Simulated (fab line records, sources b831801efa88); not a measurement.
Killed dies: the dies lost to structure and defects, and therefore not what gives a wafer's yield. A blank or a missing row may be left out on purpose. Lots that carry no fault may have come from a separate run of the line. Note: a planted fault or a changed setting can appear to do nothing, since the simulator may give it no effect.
What tool caused it? / flow gf180mcu / 12 lots, 36 wafers sampled, at 2 steps of a route of 602

## WHAT EACH GAUGE READ, for each wafer
GF_STI_THK_MEAS_04. Usual: for STI_CVD_03_THK the level is 206.0 nm and the standard deviation is 1.7.
lot=L553; measured=day 1 18:41; on=film metro-03; STI_CVD_03_THK (nm)=206.8 206.2 206.9; flag=
lot=L554; measured=day 2 00:33; on=film metro-01; STI_CVD_03_THK (nm)=207.7 208.4 208.9; flag=
lot=L556; measured=day 2 10:26; on=film metro-03; STI_CVD_03_THK (nm)=207.7 206.6 206.0; flag=
lot=L557; measured=day 2 15:22; on=film metro-01; STI_CVD_03_THK (nm)=208.2 208.1 207.2; flag=
lot=L560; measured=day 3 06:40; on=film metro-03; STI_CVD_03_THK (nm)=214.5 216.4 222.2; flag=OFF
lot=L563; measured=day 3 21:07; on=film metro-02; STI_CVD_03_THK (nm)=216.6 212.6 211.5; flag=OFF
lot=L564; measured=day 4 01:35; on=film metro-01; STI_CVD_03_THK (nm)=205.8 206.0 206.1; flag=
lot=L567; measured=day 4 16:35; on=film metro-03; STI_CVD_03_THK (nm)=203.8 203.2 205.9; flag=
lot=L568; measured=day 4 22:14; on=film metro-01; STI_CVD_03_THK (nm)=205.7 203.3 203.1; flag=
lot=L569; measured=day 5 02:35; on=film metro-01; STI_CVD_03_THK (nm)=207.4 206.6 205.4; flag=
lot=L571; measured=day 5 12:55; on=film metro-02; STI_CVD_03_THK (nm)=206.1 207.7 205.9; flag=
lot=L575; measured=day 6 09:05; on=film metro-03; STI_CVD_03_THK (nm)=207.3 207.3 208.2; flag=

## WHAT TOOL EACH LOT RAN ON (gives the tool, then ch and the chambers of the sampled wafers, and finally the start)
lot=L553; GF_STI_CVD_03=lpcvd-02 ch 0, day 1 16:42
lot=L554; GF_STI_CVD_03=lpcvd-01 ch 0, day 1 21:34
lot=L556; GF_STI_CVD_03=lpcvd-01 ch 0, day 2 08:26
lot=L557; GF_STI_CVD_03=lpcvd-01 ch 1, day 2 13:23
lot=L560; GF_STI_CVD_03=lpcvd-01 ch 1, day 3 04:39
lot=L563; GF_STI_CVD_03=lpcvd-01 ch 0, day 3 19:07
lot=L564; GF_STI_CVD_03=lpcvd-02 ch 0, day 3 23:34
lot=L567; GF_STI_CVD_03=lpcvd-02 ch 0, day 4 14:34
lot=L568; GF_STI_CVD_03=lpcvd-02 ch 0, day 4 20:16
lot=L569; GF_STI_CVD_03=lpcvd-02 ch 1, day 5 00:34
lot=L571; GF_STI_CVD_03=lpcvd-02 ch 0, day 5 10:55
lot=L575; GF_STI_CVD_03=lpcvd-02 ch 0, day 6 07:05
- GF_STI_CVD_03: deposits Si3N4 from DCS/NH3, target thk 207.16 nm, time 3551 s.

## WHAT THE TOOLS THEMSELVES READ (means of the sampled wafers that have a number; where no wafer has one, the mark that the record gives instead)
GF_STI_CVD_03. Usual: spike tc centre C reads 770.0 C (standard deviation 1.6).
lot=L553; tool=lpcvd-02; spike tc centre C (C)=768.5; flag=
lot=L554; tool=lpcvd-01; spike tc centre C (C)=770.6; flag=
lot=L556; tool=lpcvd-01; spike tc centre C (C)=770.7; flag=
lot=L557; tool=lpcvd-01; spike tc centre C (C)=771.1; flag=
lot=L560; tool=lpcvd-01; spike tc centre C (C)=784.6; flag=OFF
lot=L563; tool=lpcvd-01; spike tc centre C (C)=784.0; flag=OFF
lot=L564; tool=lpcvd-02; spike tc centre C (C)=768.8; flag=
lot=L567; tool=lpcvd-02; spike tc centre C (C)=768.4; flag=
lot=L568; tool=lpcvd-02; spike tc centre C (C)=768.4; flag=
lot=L569; tool=lpcvd-02; spike tc centre C (C)=770.8; flag=
lot=L571; tool=lpcvd-02; spike tc centre C (C)=769.2; flag=
lot=L575; tool=lpcvd-02; spike tc centre C (C)=769.0; flag=

## THE ANSWER, worked out from the rows above alone
Rule: lot off if the mean of its wafers having a number is beyond 3 standard deviations from the usual mean. Also off: a lot with no number at a reading for which 4 or more lots have one. Where the step has rows for the other lots, those lots are counted as sound. After the gauges, taken in route order, come the tools' own readings; for these a lot's mean is taken, as printed above. At the first step where some lot is off, the reading lying furthest off is the one used; lots without a number count as furthest.
Off: at GF_STI_THK_MEAS_04 (STI_CVD_03_THK), L560, L563.
A tool fits if, at a process step before that reading, it ran every lot that is off, and no sound lot after the first of them. The gauges at GF_STI_THK_MEAS_04 aren't tried: what is off there is off at GF_STI_CVD_03 too, on other tools, and a gauge's error can't cause that. One fits: lpcvd-01 at GF_STI_CVD_03. A fault onset in the window from L557 (day 2 13:23, its last sound lot) to L560 (day 3 04:39, its first lot off) fits.
The tool's own readings at GF_STI_CVD_03 bear it out: on the lots that are off they differ by more than 5 times the standard deviation of the sound lots' means. spike tc centre C reads 784.3 C there against 769.5 C on the sound lots.

## WHAT WAS PUT IN BY THE SIMULATOR
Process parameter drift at GF_STI_CVD_03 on lpcvd-01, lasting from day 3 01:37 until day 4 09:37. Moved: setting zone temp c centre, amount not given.
Struck lots among those shown: L560, L563. The rule given above showed the same thing.
